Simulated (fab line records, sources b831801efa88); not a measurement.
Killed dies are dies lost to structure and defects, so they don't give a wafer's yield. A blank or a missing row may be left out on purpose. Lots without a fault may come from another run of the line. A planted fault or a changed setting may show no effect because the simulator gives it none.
A struck lot beside a sound one | flow sky130 | 17 steps out of a route of 708
Sound: wafers L150.1, L150.4, L150.5. Struck: wafer L155.2. (L155.3, L155.6 of the same lot were not struck and are left out.) The cause comes at the end.
At each step with rows: each side's tool, then ch and its chambers, then its first start. Under that, the readings that differ: sound wafers | struck wafers | difference of the means | sigmas: that difference in standard deviations of wafers without a fault.
alike: readings whose means differ by less than 2 such deviations, and words and numbers that are the same on both sides. not compared: withheld readings, readings that some wafer has no value for, bounds like >300 that may hide the same value, and numbers for which the record gives no deviation and whose values overlap.
The two part at a step that has a row with sigmas, a row that says differs or no value, or rows on one side only. Numbers that don't overlap but have no deviation are shown without sigmas and don't part them. A reading that every wafer of one side lacks parts them only if that side has two wafers or more.

SKY_POLY_GATE_THK_MEAS_04:
  sound on film_metro-02, day 15 11:55; struck on film_metro-02, day 17 16:47
  reading                   | sound          | struck | difference | sigmas
  POLY_GATE_CVD_03_THK (nm) | 76.4 75.8 76.3 | 74.2   | -2.0       | -2
then, 8 steps without rows for these wafers: SKY_POLY_GATE_DEHYDRATE_05 (time 60 s); SKY_POLY_GATE_HMDS_06 (prime time 60 s); SKY_POLY_GATE_COAT_07 (resist thk 110 nm); SKY_POLY_GATE_COAT_08 (resist thk 450 nm); SKY_POLY_GATE_SOFTBAKE_09 (time 90 s); SKY_POLY_GATE_EXPOSE_10 (exposes mask P1M, target cd 150 nm); SKY_POLY_GATE_PEB_11; SKY_POLY_GATE_DEVELOP_12 (develop time 60 s).
SKY_POLY_GATE_CD_MEAS_13: target cd 150 nm.
  sound on cd_sem-01, day 16 15:13; struck on cd_sem-01, day 18 23:08
  alike: cd_nm
SKY_POLY_GATE_OVL_MEAS_14:
  sound on overlay-01, day 16 15:22; struck on overlay-01, day 18 23:15
  alike: POLY_GATE_OVL
SKY_POLY_GATE_ETCH_15: etches BARC in N2/H2, stops on SiO2, time 118.5 s, target depth 110 nm.
  sound on rie_diel-02 ch 1,2,3, day 16 15:25; struck on rie_diel-02 ch 0, day 18 23:17
  reading             | sound             | struck | difference | sigmas
  h2_flow_sccm (sccm) | 199.7 200.4 200.6 | 199.1  | -1.1       | -2
  alike: drypump_motor_current_A, oes_product_au, throttle_valve_pct
  not compared: rf_hours_counter_h
SKY_POLY_GATE_ETCH_16: etches Si3N4 in CH3F/O2, stops on poly-Si, time 147.5 s, target depth 75 nm.
  sound on rie_diel-02 ch 1,2,3, day 16 15:29; struck on rie_diel-02 ch 0, day 18 23:22
  reading                                          | sound           | struck | difference | sigmas
  model.KrF-thick_of_POLY_GATE_COAT_08.thk_nm (nm) | 235 229.9 234.8 | 193.1  | -40.1      |
  model.poly-Si_of_POLY_GATE_CVD_00.thk_nm (nm)    | 179 177.9 177.7 | 172    | -6         |
  alike: drypump_motor_current_A, oes_product_au, throttle_valve_pct
  not compared: rf_hours_counter_h
SKY_POLY_GATE_ETCH_17: etches poly-Si in HBr/Cl2, stops on SiO2, target depth 180 nm, time 70.5 s.
  sound on rie_si-01 ch 0,1,2, day 16 15:35; struck on rie_si-01 ch 3, day 18 23:28
  reading                                          | sound             | struck | difference | sigmas
  oes_product_au (a.u.)                            | 0.985 0.981 0.981 | 0.960  | -0.022     | -3
  model.KrF-thick_of_POLY_GATE_COAT_08.thk_nm (nm) | 141.7 136.7 141   | 97.94  | -41.86     |
  model.POLY_GATE.feature_depth_nm (nm)            | 178.7 177.9 177.7 | 172    | -6         |
  model.etch.depth_nm (nm)                         | 178.7 177.9 177.7 | 172    | -6         |
  alike: drypump_motor_current_A, throttle_valve_pct
  not compared: rf_hours_counter_h
SKY_POLY_GATE_STRIP_18: strips in O2/N2.
  sound on plasma_asher-03 ch 0,1, day 16 15:38; struck on plasma_asher-01 ch 1, day 18 23:31
  reading                      | sound             | struck | difference | sigmas
  oes_product_au (a.u.)        | 0.358 0.358 0.362 | 0.338  | -0.021     | -5
  strip_time_to_endpoint_s (s) | 3.189 3.134 3.173 | 2.688  | -0.477     | -18
  alike: drypump_motor_current_A
  not compared: rf_hours_counter_h
then, 1 step without rows for these wafers: SKY_POLY_GATE_CLEAN_19 (cleans in SC1/SC2, time 150 s).
SKY_PAD_OPEN_PROBE_99:
  the record has rows for the sound wafers here (prober-01, day 45 21:14) and none for the struck ones

WHERE THEY PART
First at SKY_POLY_GATE_THK_MEAS_04; last, within this record, at SKY_PAD_OPEN_PROBE_99.

WHY: what the simulator had put in
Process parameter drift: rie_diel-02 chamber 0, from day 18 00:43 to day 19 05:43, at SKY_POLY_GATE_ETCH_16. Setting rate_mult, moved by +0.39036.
